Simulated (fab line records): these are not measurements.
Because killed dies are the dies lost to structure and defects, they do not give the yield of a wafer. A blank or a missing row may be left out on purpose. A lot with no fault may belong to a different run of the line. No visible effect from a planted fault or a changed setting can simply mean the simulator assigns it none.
The tool behind it: which one?    flow gf180mcu    11 lots with 33 wafers sampled at 4 steps, on a route of 602 steps

WHAT THE GAUGES READ, wafer by wafer
GF_VT_IMPLANT_TW_MEAS_21.
lot   measured      on             VT_IMPLANT_2_TW
L322  day 7 07:56   film_metro-01  1237 1240 1235
L324  day 7 22:04   film_metro-01  1234 1226 1238
L327  day 8 14:17   film_metro-01  1230 1228 1230
L328  day 8 23:52   film_metro-03  1211 1204 1205
L329  day 9 04:19   film_metro-01  1229 1227 1228
L331  day 9 14:29   film_metro-01  1218 1228 1229
L335  day 10 16:32  film_metro-01  1226 1230 1226
L336  day 11 01:02  film_metro-01  30 30 30
L337  day 11 06:32  film_metro-02  30 30 30
L338  day 11 12:52  film_metro-02  30 30 30
L341  day 12 08:07  film_metro-01  1222 1221 1220

WHAT TOOL EACH LOT RAN ON (gives the tool, then ch and the chambers of the sampled wafers, and finally the start)
lot   GF_NWELL_STRIP_10                    GF_VT_IMPLANT_STRIP_09                GF_VT_IMPLANT_STRIP_20
L322  plasma_asher-02 ch 0,1, day 4 05:55  plasma_asher-03 ch 0,1, day 6 15:52   plasma_asher-04 ch 0,1, day 7 07:41
L324  plasma_asher-04 ch 0,1, day 4 18:00  plasma_asher-03 ch 0,1, day 7 06:26   plasma_asher-02 ch 0,1, day 7 21:58
L327  plasma_asher-02 ch 0,1, day 5 09:23  plasma_asher-03 ch 0,1, day 7 21:56   plasma_asher-02 ch 0,1, day 8 14:11
L328  plasma_asher-04 ch 0,1, day 5 17:02  plasma_asher-02 ch 0,1, day 8 06:38   plasma_asher-04 ch 0,1, day 8 23:47
L329  plasma_asher-04 ch 0,1, day 5 20:53  plasma_asher-03 ch 0,1, day 8 11:16   plasma_asher-02 ch 0,1, day 9 04:12
L331  plasma_asher-03 ch 0,1, day 6 05:33  plasma_asher-02 ch 0, day 8 22:12     plasma_asher-02 ch 0,1, day 9 14:23
L335  plasma_asher-02 ch 0,1, day 7 04:25  plasma_asher-02 ch 0,1, day 9 22:19   plasma_asher-04 ch 0,1, day 10 16:26
L336  plasma_asher-02 ch 0,1, day 7 11:08  plasma_asher-04 ch 0,1, day 10 07:08  plasma_asher-03 ch 0,1, day 11 00:56
L337  plasma_asher-02 ch 0,1, day 7 17:23  plasma_asher-02 ch 0,1, day 10 11:56  plasma_asher-02 ch 0,1, day 11 06:26
L338  plasma_asher-03 ch 0,1, day 7 20:48  plasma_asher-03 ch 0,1, day 10 17:41  plasma_asher-04 ch 0,1, day 11 12:46
L341  plasma_asher-04 ch 0,1, day 8 13:32  plasma_asher-03 ch 0,1, day 11 13:05  plasma_asher-02 ch 0,1, day 12 08:02
- GF_NWELL_STRIP_10: strips in O2/N2.
- GF_VT_IMPLANT_STRIP_09: strips in O2/N2.
- GF_VT_IMPLANT_STRIP_20: strips in O2/N2.

THE ANSWER, worked out from the rows above alone
Rule: usual is defined by the lots themselves. Put in order of their means at a reading, lots are off if they are a third of the lots or fewer, leave a main group of 4 or more, and stand apart from it by a gap of 3 or more times the standard deviation of the main group's means; of several such gaps the widest counts. The tables above print the reading to a certain number of digits; a main group whose means all agree to those digits is not used. Also off: a lot with no number at a reading for which 4 or more lots have one. The other lots that the step has rows for count as sound.
Off: L336, L337, L338, seen at GF_VT_IMPLANT_TW_MEAS_21 (VT_IMPLANT_2_TW). Main group: mean 1226, sd 8.6.
If a tool, at a process step before that reading, ran all the lots that are off and no sound lot after the first of them, it fits. Gauges at GF_VT_IMPLANT_TW_MEAS_21: tried the same way as those tools. No candidate that was tried fits.

WHAT THE SIMULATOR PUT IN
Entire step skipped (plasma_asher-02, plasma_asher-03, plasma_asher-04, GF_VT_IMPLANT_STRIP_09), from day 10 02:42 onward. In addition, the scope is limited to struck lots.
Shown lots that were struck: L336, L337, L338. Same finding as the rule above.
